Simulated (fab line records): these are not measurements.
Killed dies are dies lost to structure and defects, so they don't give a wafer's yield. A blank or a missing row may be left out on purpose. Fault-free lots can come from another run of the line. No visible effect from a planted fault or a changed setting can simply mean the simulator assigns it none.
Chamber matching | flow sky130 | pecvd-02 running SKY_PASSIVATION_CVD_00: 3 sister chambers
The step deposits SiO2, target thk 90 nm. 3 wafers are shown with their chamber, then 12 later ones without.

## WAFERS PAIRED WITH THEIR CHAMBERS
wafer  | chamber | heater-power-w (W)
L091.1 | 1       | 658
L091.3 | 2       | 622
L091.6 | 0       | 722

## WAFERS MISSING THEIR CHAMBER
wafer  | heater-power-w (W)
L090.1 | 675
L090.3 | 687
L090.6 | 698
L094.2 | 691
L094.5 | 622
L094.6 | 584
L095.2 | 740
L095.4 | 716
L095.5 | 726
L097.1 | 711
L097.3 | 737
L097.5 | 681

## WHICH CHAMBER EACH ONE RAN IN
wafer  | from the rows above          | in truth
L090.1 | can't be placed: 1 or 0 or 2 | 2
L090.3 | can't be placed: 1 or 0 or 2 | 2
L090.6 | can't be placed: 0 or 1      | 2
L094.2 | can't be placed: 0 or 1 or 2 | 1
L094.5 | can't be placed: 2 or 1      | 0
L094.6 | can't be placed: 2 or 1      | 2
L095.2 | 0                            | 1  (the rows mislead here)
L095.4 | 0                            | 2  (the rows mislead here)
L095.5 | 0                            | 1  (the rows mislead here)
L097.1 | can't be placed: 0 or 1      | 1
L097.3 | 0                            | 0
L097.5 | can't be placed: 1 or 0 or 2 | 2
1 of 12 placed correctly. Can't be placed from these rows: 8 (the true chamber is among the candidates in 6). Number placed wrongly: 3.
How it was worked out, from the rows above alone: a wafer's distance from a chamber is the root of the sum, over the readings, of the square of ((its reading less the chamber's mean) divided by the reading's scatter). If the next closest chamber is less than 2 further off than the closest, the wafer can't be placed; otherwise it belongs to the closest. The mean given for a chamber averages the wafers shown for that chamber. The scatter: with one shown wafer a chamber, the root of the mean of the squares of how far each hidden wafer lies from its nearest shown one.
